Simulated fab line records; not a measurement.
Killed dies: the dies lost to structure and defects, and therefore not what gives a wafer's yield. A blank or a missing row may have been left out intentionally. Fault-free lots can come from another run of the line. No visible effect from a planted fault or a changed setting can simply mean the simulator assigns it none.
A lot that was struck, set against a sound lot ; flow sky130 ; 43 out of 708 route steps
Sound: these wafers, L834.1, L834.2, L834.4. Struck: wafer L845.4 (L845.1, L845.3, from the same lot, were not struck and are left out); the cause is given at the end.
Each step with rows lists, per side, the tool, then ch with its chambers, then its first start. Under that, the readings that differ: sound wafers ; struck wafers ; difference of the means ; sigmas: that difference in standard deviations of wafers without a fault.
alike: words and numbers the same on both sides, and readings whose means are apart by under 2 such deviations; not compared: readings that were withheld, readings missing a value for some wafer, numbers with overlapping values and no deviation given by the record, and bounds like >300 which may hide the same value.
Wherever a step has rows on one side only, a row that says differs or no value, or a row with sigmas, the two part there. Non-overlapping numbers with no deviation appear without sigmas and do not part them. A reading missing from all wafers of one side parts the sides only when that side holds two or more wafers.

first, 3 steps without rows for these wafers: SKY_VIA4_STRIP_14 (strips in post etch residue remover, time 1200 s); SKY_VIA4_CLEAN_15 (cleans in IPA, time 180 s); SKY_VIA4_CLEAN_16 (cleans in O3/DIW).
SKY_VIA4_SPUTTER_17: material TiN, target thk 20 nm, time 80 s.
  sound on pvd-sputter-01, day 44 04:13; struck on pvd-sputter-04, day 46 16:20
  alike: throttle-valve-pct
then, 1 step without rows for these wafers: SKY_VIA4_CVD_18 (deposits W, target thk 505 nm, time 152.14 s).
SKY_VIA4_RS_MEAS_19: uses a four-point probe to measure.
  sound on film-metro-02, day 44 04:26; struck on film-metro-02, day 46 16:32
  alike: VIA4_W_RS
SKY_VIA4_THK_MEAS_20: measures by xrf.
  sound on film-metro-02, day 44 04:33; struck on film-metro-02, day 46 16:40
  alike: VIA4_W_THK
then, 1 step without rows for these wafers: SKY_VIA4_CMP_21 (polishes, stops on SiO2, t overpolish 25 s, target thk 0 nm).
SKY_METAL5_SPUTTER_00: material Ti, target thk 15 nm, time 10 s.
  sound on pvd-sputter-03, day 44 04:55; struck on pvd-sputter-03, day 46 17:01
  alike: throttle-valve-pct
SKY_METAL5_SPUTTER_01: material TiN, target thk 20 nm, time 16.7 s.
  sound on pvd-sputter-03, day 44 04:56; struck on pvd-sputter-03, day 46 17:02
  alike: throttle-valve-pct
SKY_METAL5_SPUTTER_02: material AlCu, target thk 1150 nm, time 61.2 s.
  sound on pvd-sputter-03, day 44 04:58; struck on pvd-sputter-03, day 46 17:04
  alike: throttle-valve-pct
then, 1 step without rows for these wafers: SKY_METAL5_SPUTTER_03 (material Ti, target thk 5 nm, time 3.3 s).
SKY_METAL5_SPUTTER_04: material TiN, target thk 70 nm, time 58.3 s.
  sound on pvd-sputter-03, day 44 05:02; struck on pvd-sputter-03, day 46 17:08
  alike: throttle-valve-pct
SKY_METAL5_RS_MEAS_05: uses a four-point probe to measure.
  sound on film-metro-02, day 44 05:05; struck on film-metro-03, day 46 17:11
  alike: METAL5_ALCU_RS
SKY_METAL5_THK_MEAS_06: measures by xrf.
  sound on film-metro-02, day 44 05:12; struck on film-metro-03, day 46 17:19
  alike: METAL5_ALCU_THK
then, 14 steps without rows for these wafers: SKY_METAL5_DEHYDRATE_07 (time 60 s); SKY_METAL5_HMDS_08 (prime time 60 s); SKY_METAL5_COAT_09 (resist thk 1800 nm); SKY_METAL5_SOFTBAKE_10 (time 60 s); SKY_METAL5_EXPOSE_11 (exposes mask MM5, target cd 1600 nm); SKY_METAL5_PEB_12; SKY_METAL5_DEVELOP_13 (develop time 60 s); SKY_METAL5_DESCUM_14 (chemistry O2, time 11 s); SKY_METAL5_METAL_ETCH_15 (etches the open film in Cl2/BCl3, stops on SiO2, target depth 1260 nm, time 252 s); SKY_METAL5_STRIP_16 (strips in O2/N2); SKY_METAL5_STRIP_17 (strips in post etch residue remover, time 1200 s); SKY_METAL5_CLEAN_18 (cleans in IPA, time 180 s); SKY_METAL5_CLEAN_19 (cleans in O3/DIW); SKY_PASSIVATION_CVD_00 (deposits SiO2, target thk 90 nm).
SKY_PASSIVATION_THK_MEAS_01:
  sound on film-metro-03, day 45 03:25; struck on film-metro-04, day 47 14:22
reading;sound;struck;difference;sigmas
PASSIVATION_CVD_00_THK (nm);87.9 89.5 88.9;92.4;+3.6;+3
then, 1 step without rows for these wafers: SKY_PASSIVATION_CVD_02 (deposits Si3N4, target thk 540 nm).
SKY_PASSIVATION_THK_MEAS_03:
  sound on film-metro-01, day 45 03:43; struck on film-metro-01, day 47 14:39
  alike: PASSIVATION_CVD_02_THK
then, 8 steps without rows for these wafers: SKY_PASSIVATION_DEHYDRATE_04 (time 60 s); SKY_PASSIVATION_HMDS_05 (prime time 60 s); SKY_PASSIVATION_COAT_06 (resist thk 3000 nm); SKY_PASSIVATION_SOFTBAKE_07; SKY_PASSIVATION_EXPOSE_08 (exposes mask NSM, target cd 3000 nm); SKY_PASSIVATION_PEB_09; SKY_PASSIVATION_DEVELOP_10 (develop time 60 s); SKY_PASSIVATION_ETCH_11 (etches the open film in CF4/O2, stops on AlCu, target depth 725 nm, time 161.1 s).
SKY_PASSIVATION_STRIP_12: strips in O2/N2.
  sound on plasma-asher-04 ch 0,1, day 46 00:24; struck on plasma-asher-04 ch 1, day 48 09:30
  alike: drypump-motor-current-A, n2-flow-sccm, oes-product-au, strip-time-to-endpoint-s
  not compared: rf-hours-counter-h
then, 1 step without rows for these wafers: SKY_PAD_OPEN_DEHYDRATE_00 (time 60 s).
SKY_PAD_OPEN_PROBE_99:
  sound on prober-01, day 46 23:18; struck on prober-02, day 49 06:53
reading;sound;struck;difference;sigmas
defect-limited-yield (%);84.1 83.5 83.5;78.5;-5.2;-2
killed_at_M4_up;4 3 3;31;+28;+15
killed-dies;78 81 81;106;+26;+2
sort_bin_5_function (%);9.8 9.6 11.8;13.8;+3.4;+2
sort-n-pass;414 411 411;386;-26;-2
sort-yield-pct (%);84.1 83.5 83.5;78.5;-5.2;-2
model.etest.tester.sort-n-pass;414 411 411;386;-26;
model.etest.tester.sort-yield-pct (%);84.15 83.54 83.54;78.46;-5.28;
model.etest.tester.sort_bin_5_pct (%);9.756 9.553 11.79;13.82;+3.45;
model.etest.tester.sort_bin_3_pct (%);1.016 0.813 0.6098;1.626;+0.813;
  alike: killed_at_M0_to_M3, killed-at-contacts, killed-at-front-end, killed-at-other, killed-on-rim, killed-open, killed-short, sort_bin_3_pad_short, sort_bin_6_memory

## WHERE THEY PART
First at SKY_PASSIVATION_THK_MEAS_01; last, within this record, at SKY_PAD_OPEN_PROBE_99.

WHY: whatever the simulator had introduced
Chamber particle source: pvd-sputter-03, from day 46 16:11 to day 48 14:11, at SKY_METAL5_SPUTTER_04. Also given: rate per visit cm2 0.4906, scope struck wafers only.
